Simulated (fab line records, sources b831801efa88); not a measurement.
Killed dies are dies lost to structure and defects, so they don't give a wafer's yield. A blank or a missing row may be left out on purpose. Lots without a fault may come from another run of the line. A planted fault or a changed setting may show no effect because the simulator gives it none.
Which tool did it? | flow gf180mcu | 11 lots, 31 wafers sampled, at 6 steps of a route of 602

WHAT THE GAUGES READ, wafer by wafer
GF_V3_RS_MEAS_24: measures by four-point-probe.
lot  | measured     | on            | V3_W_RS (ohm/sq)
L302 | day 22 23:41 | film_metro-04 | 0.329 0.329 0.334
L304 | day 23 16:32 | film_metro-01 | 0.328 0.331 0.331
L305 | day 23 20:13 | film_metro-01 | 0.328 0.330 0.328
L306 | day 24 06:37 | film_metro-04 | 0.329 0.330 0.327
L309 | day 25 01:40 | film_metro-03 | 0.332 0.335 0.332
L311 | day 25 10:17 | film_metro-03 | 0.332 0.174 0.333 0.174
L313 | day 26 10:38 | film_metro-03 | 0.172 0.172 0.172 0.171
L320 | day 28 04:42 | film_metro-01 | 0.330 0.332 0.330
L323 | day 29 10:16 | film_metro-01 | 0.330 0.333 0.330
L324 | day 29 12:53 | film_metro-01 | 0.325 0.324 0.328
L325 | day 29 17:11 | film_metro-04 | 0.334 0.333 0.330

GF_M4_THK_MEAS_06: measures by xrf.
lot  | measured     | on            | M4_ALCU_THK (nm)
L302 | day 23 00:31 | film_metro-01 | 443 442 439
L304 | day 23 17:22 | film_metro-01 | 432 429 429
L305 | day 23 21:03 | film_metro-01 | 439 435 433
L306 | day 24 07:34 | film_metro-01 | 439 441 439
L309 | day 25 02:28 | film_metro-01 | 442 447 440
L311 | day 25 17:08 | film_metro-02 | 445 444
L313 | day 26 19:01 | film_metro-01 | 435 437
L320 | day 28 05:31 | film_metro-03 | 438 438 438
L323 | day 29 11:05 | film_metro-03 | 434 438 439
L324 | day 29 13:41 | film_metro-03 | 433 434 431
L325 | day 29 18:00 | film_metro-01 | 436 431 434

WHICH TOOL RAN EACH LOT (tool, then ch and the chambers of the sampled wafers, then the start)
lot  | GF_V3_STRIP_18                       | GF_V3_CVD_23                  | GF_V3_CMP_26                  | GF_M4_SPUTTER_04
L302 | plasma_asher-01 ch 0, day 22 22:53   | cvd_w-02 ch 0,1, day 22 23:35 | cmp-02 ch 0,2, day 22 23:52   | pvd_sputter-04, day 23 00:21
L304 | plasma_asher-04 ch 0,1, day 23 15:46 | cvd_w-01 ch 0,1, day 23 16:26 | cmp-01 ch 0,3, day 23 16:43   | pvd_sputter-02, day 23 17:12
L305 | plasma_asher-03 ch 0,1, day 23 19:22 | cvd_w-02 ch 1, day 23 20:00   | cmp-01 ch 0,1,3, day 23 20:24 | pvd_sputter-04, day 23 20:53
L306 | plasma_asher-03 ch 0,1, day 24 05:26 | cvd_w-02 ch 0,1, day 24 06:28 | cmp-01 ch 0,2, day 24 06:58   | pvd_sputter-01, day 24 07:24
L309 | plasma_asher-01 ch 0,1, day 25 00:55 | cvd_w-02 ch 0,1, day 25 01:33 | cmp-01 ch 0,2, day 25 01:49   | pvd_sputter-04, day 25 02:17
L311 | plasma_asher-04 ch 0,1, day 25 09:32 | cvd_w-02 ch 1, day 25 10:10   | cmp-02 ch 0, day 25 16:32     | pvd_sputter-01, day 25 16:59
L313 | plasma_asher-04 ch 1, day 26 09:52   | cvd_w-02 ch 0, day 26 10:32   | cmp-01 ch 0,2, day 26 18:32   | pvd_sputter-02, day 26 18:52
L320 | plasma_asher-04 ch 0,1, day 28 03:56 | cvd_w-01 ch 0,1, day 28 04:34 | cmp-01 ch 1,3, day 28 04:52   | pvd_sputter-02, day 28 05:20
L323 | plasma_asher-03 ch 0,1, day 29 09:32 | cvd_w-02 ch 0,1, day 29 10:10 | cmp-02 ch 1,2,3, day 29 10:36 | pvd_sputter-01, day 29 10:56
L324 | plasma_asher-04 ch 0,1, day 29 12:07 | cvd_w-01 ch 0,1, day 29 12:45 | cmp-01 ch 0,2,3, day 29 13:02 | pvd_sputter-02, day 29 13:31
L325 | plasma_asher-03 ch 0, day 29 16:19   | cvd_w-02 ch 0,1, day 29 17:04 | cmp-02 ch 1,2,3, day 29 17:22 | pvd_sputter-01, day 29 17:50
- GF_V3_STRIP_18: strips in O2/N2.
- GF_V3_CVD_23: deposits W, target thk 350 nm, time 104.9 s.
- GF_V3_CMP_26: polishes, stops on SiO2, t overpolish 15 s, target thk 0 nm.
- GF_M4_SPUTTER_04: material TiN, target thk 50 nm, time 41.7 s.

WHAT THE TOOLS THEMSELVES READ (means of the sampled wafers that have a number; where no wafer has one, the mark that the record gives instead)
GF_V3_STRIP_18.
lot  | tool            | drypump_motor_current_A (A) | heater_power_w (W) | oes_product_au (a.u.)
L302 | plasma_asher-01 | 5.9                         | 328                | 0.591
L304 | plasma_asher-04 | 5.8                         | 318                | 0.595
L305 | plasma_asher-03 | 6.3                         | 334                | 0.585
L306 | plasma_asher-03 | 6.2                         | 326                | 0.592
L309 | plasma_asher-01 | 5.7                         | 320                | 0.598
L311 | plasma_asher-04 | 5.7                         | 308                | 0.593
L313 | plasma_asher-04 | 5.1                         | 296                | 0.591
L320 | plasma_asher-04 | 5.4                         | 307                | 0.595
L323 | plasma_asher-03 | 6.2                         | 332                | 0.593
L324 | plasma_asher-04 | 5.8                         | 320                | 0.591
L325 | plasma_asher-03 | 6.5                         | 330                | 0.592

GF_V3_CVD_23.
lot  | tool     | heater_power_outer_w (W) | heater_power_w (W)
L302 | cvd_w-02 | 454                      | 774
L304 | cvd_w-01 | 418                      | 685
L305 | cvd_w-02 | 507                      | 870
L306 | cvd_w-02 | 476                      | 822
L309 | cvd_w-02 | 452                      | 774
L311 | cvd_w-02 | 502                      | 872
L313 | cvd_w-02 | 428                      | 728
L320 | cvd_w-01 | 383                      | 666
L323 | cvd_w-02 | 453                      | 783
L324 | cvd_w-01 | 422                      | 684
L325 | cvd_w-02 | 455                      | 784

GF_V3_CMP_26.
lot  | tool   | edge_zone_pressure_frac | motor_current_A (A) | slurry_flow_ml_min | time_to_endpoint_s (s)
L302 | cmp-02 | 1.002                   | 11.4                | 149.7              | 87.1
L304 | cmp-01 | 0.999                   | 8.9                 | 149.7              | 85.1
L305 | cmp-01 | 1.000                   | 10.3                | 150.0              | 84.3
L306 | cmp-01 | 0.999                   | 10.4                | 149.6              | 82.7
L309 | cmp-01 | 0.999                   | 11.5                | 149.8              | 81.7
L311 | cmp-02 | 1.002                   | 12.2                | 150.1              | 124.1
L313 | cmp-01 | 0.997                   | 11.1                | 150.1              | 158.9
L320 | cmp-01 | 1.001                   | 10.9                | 149.8              | 82.4
L323 | cmp-02 | 0.996                   | 10.4                | 150.3              | 83.2
L324 | cmp-01 | 1.003                   | 10.1                | 149.8              | 86.3
L325 | cmp-02 | 1.005                   | 10.7                | 150.2              | 83.8

GF_M4_SPUTTER_04.
lot  | tool           | throttle_valve_pct (%)
L302 | pvd_sputter-04 | 30.8
L304 | pvd_sputter-02 | 30.4
L305 | pvd_sputter-04 | 30.9
L306 | pvd_sputter-01 | 30.2
L309 | pvd_sputter-04 | 31.1
L311 | pvd_sputter-01 | 29.6
L313 | pvd_sputter-02 | 28.7
L320 | pvd_sputter-02 | 29.9
L323 | pvd_sputter-01 | 29.8
L324 | pvd_sputter-02 | 29.8
L325 | pvd_sputter-01 | 30.6

THE ANSWER, worked out from the rows above alone
Rule: what is usual is taken from the lots themselves. Put in order of their means at a reading, lots are off if they are a third of the lots or fewer, leave a main group of 4 or more, and stand apart from it by a gap of 3 or more times the standard deviation of the main group's means; of several such gaps the widest counts. A main group whose means are all the same, to the digits that the tables above print for the reading, isn't used. A lot without any number at a reading at which 4 lots or more have one is off too. The other lots that the step has rows for count as sound. The gauges are gone through in route order, then the tools' own readings, and for those a lot's mean is taken as printed above. The first step at which some lot is off is used, and at that step the reading that is off furthest; a lot without a number counts as furthest.
Off: L311, L313, at GF_V3_RS_MEAS_24 (V3_W_RS). The main group: mean 0.330 ohm/sq, standard deviation 0.0021.
A tool fits if, at a process step before that reading, it ran every lot that is off, and no sound lot after the first of them. The gauges at GF_V3_RS_MEAS_24 aren't tried: what is off there is off at GF_V3_CMP_26 too, on other tools, and a gauge's error can't cause that. None of those tried fits.

WHAT THE SIMULATOR HAD PUT IN
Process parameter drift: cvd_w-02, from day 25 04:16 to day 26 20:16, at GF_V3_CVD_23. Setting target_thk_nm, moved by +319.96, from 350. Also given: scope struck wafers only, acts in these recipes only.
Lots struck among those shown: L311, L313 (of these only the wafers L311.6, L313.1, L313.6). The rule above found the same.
